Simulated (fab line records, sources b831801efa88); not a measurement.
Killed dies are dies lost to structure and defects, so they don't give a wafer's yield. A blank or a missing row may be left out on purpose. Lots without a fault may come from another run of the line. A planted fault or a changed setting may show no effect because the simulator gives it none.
Which tool did it? | flow sfq_line | 15 lots, 43 wafers sampled, at 2 steps of a route of 325

WHAT THE GAUGES READ, wafer by wafer
SFQ_JJ_RS_MEAS_929: measures by four-point-probe. Usual: JJ_NB_RS 1.046 ohm/sq, standard deviation 0.011.
lot  | measured     | on            | JJ_NB_RS (ohm/sq) | flag
L706 | day 38 19:10 | film_metro-04 | 1.046 1.057 1.039 |
L707 | day 39 06:43 | film_metro-04 | 1.038 1.045 1.045 |
L708 | day 39 16:46 | film_metro-04 | 1.044 1.058 1.054 |
L709 | day 39 21:32 | film_metro-03 | 1.034 1.038 1.050 |
L710 | day 39 23:53 | film_metro-03 | 1.038 1.060 1.029 |
L711 | day 44 17:04 | film_metro-03 | 1.051 1.056 1.051 |
L712 | day 46 12:23 | film_metro-03 | 1.043 1.046 1.056 |
L714 | day 48 05:06 | film_metro-04 | 1.060 1.045 1.059 |
L715 | day 54 13:41 | film_metro-04 | 1.048 1.046 1.050 |
L716 | day 54 14:52 | film_metro-04 | 1.020 1.026 1.042 |
L717 | day 54 16:04 | film_metro-03 | 1.047 1.033 1.046 |
L718 | day 54 17:19 | film_metro-04 | 1.058 1.042 1.038 |
L721 | day 54 22:04 | film_metro-03 | 1.043 1.063       |
L724 | day 55 04:12 | film_metro-03 | 1.054 1.034       |
L725 | day 55 06:55 | film_metro-04 | 1.046 1.049 1.031 |

WHICH TOOL RAN EACH LOT (tool, then ch and the chambers of the sampled wafers, then the start)
lot  | SFQ_TRILAYER_JJ_TRILAYER_DEP_SPUTTER_112
L706 | pvd_sputter-04, day 38 19:05
L707 | pvd_sputter-05, day 39 06:37
L708 | pvd_sputter-05, day 39 16:38
L709 | pvd_sputter-05, day 39 21:25
L710 | pvd_sputter-06, day 39 23:49
L711 | pvd_sputter-04, day 44 16:59
L712 | pvd_sputter-06, day 46 12:18
L714 | pvd_sputter-05, day 48 05:01
L715 | pvd_sputter-05, day 54 13:35
L716 | pvd_sputter-04, day 54 14:47
L717 | pvd_sputter-06, day 54 15:59
L718 | pvd_sputter-05, day 54 17:11
L721 | pvd_sputter-05, day 54 21:59
L724 | pvd_sputter-05, day 55 04:07
L725 | pvd_sputter-04, day 55 06:50
- SFQ_TRILAYER_JJ_TRILAYER_DEP_SPUTTER_112: material Nb, target thk 170 nm, time 113.3 s.

WHAT THE TOOLS THEMSELVES READ (means of the sampled wafers that have a number; where no wafer has one, the mark that the record gives instead)
SFQ_TRILAYER_JJ_TRILAYER_DEP_SPUTTER_112. Usual: throttle_valve_pct 30.3 %, standard deviation 1.3.
lot  | tool           | throttle_valve_pct (%) | flag
L706 | pvd_sputter-04 | 30.8                   |
L707 | pvd_sputter-05 | 31.0                   |
L708 | pvd_sputter-05 | 29.7                   |
L709 | pvd_sputter-05 | 30.9                   |
L710 | pvd_sputter-06 | 28.9                   |
L711 | pvd_sputter-04 | 31.2                   |
L712 | pvd_sputter-06 | 29.5                   |
L714 | pvd_sputter-05 | 30.5                   |
L715 | pvd_sputter-05 | 30.4                   |
L716 | pvd_sputter-04 | 31.4                   |
L717 | pvd_sputter-06 | 29.5                   |
L718 | pvd_sputter-05 | 30.7                   |
L721 | pvd_sputter-05 | 31.4                   |
L724 | pvd_sputter-05 | 30.1                   |
L725 | pvd_sputter-04 | 30.9                   |

THE ANSWER, worked out from the rows above alone
Rule: a lot is off if the mean of its wafers that have a number lies more than 3 standard deviations from the usual mean. A lot without any number at a reading at which 4 lots or more have one is off too. The other lots that the step has rows for count as sound. The gauges are gone through in route order, then the tools' own readings, and for those a lot's mean is taken as printed above. The first step at which some lot is off is used, and at that step the reading that is off furthest; a lot without a number counts as furthest.
No lot is off at any reading shown: from this, nothing can be told.

WHAT THE SIMULATOR HAD PUT IN
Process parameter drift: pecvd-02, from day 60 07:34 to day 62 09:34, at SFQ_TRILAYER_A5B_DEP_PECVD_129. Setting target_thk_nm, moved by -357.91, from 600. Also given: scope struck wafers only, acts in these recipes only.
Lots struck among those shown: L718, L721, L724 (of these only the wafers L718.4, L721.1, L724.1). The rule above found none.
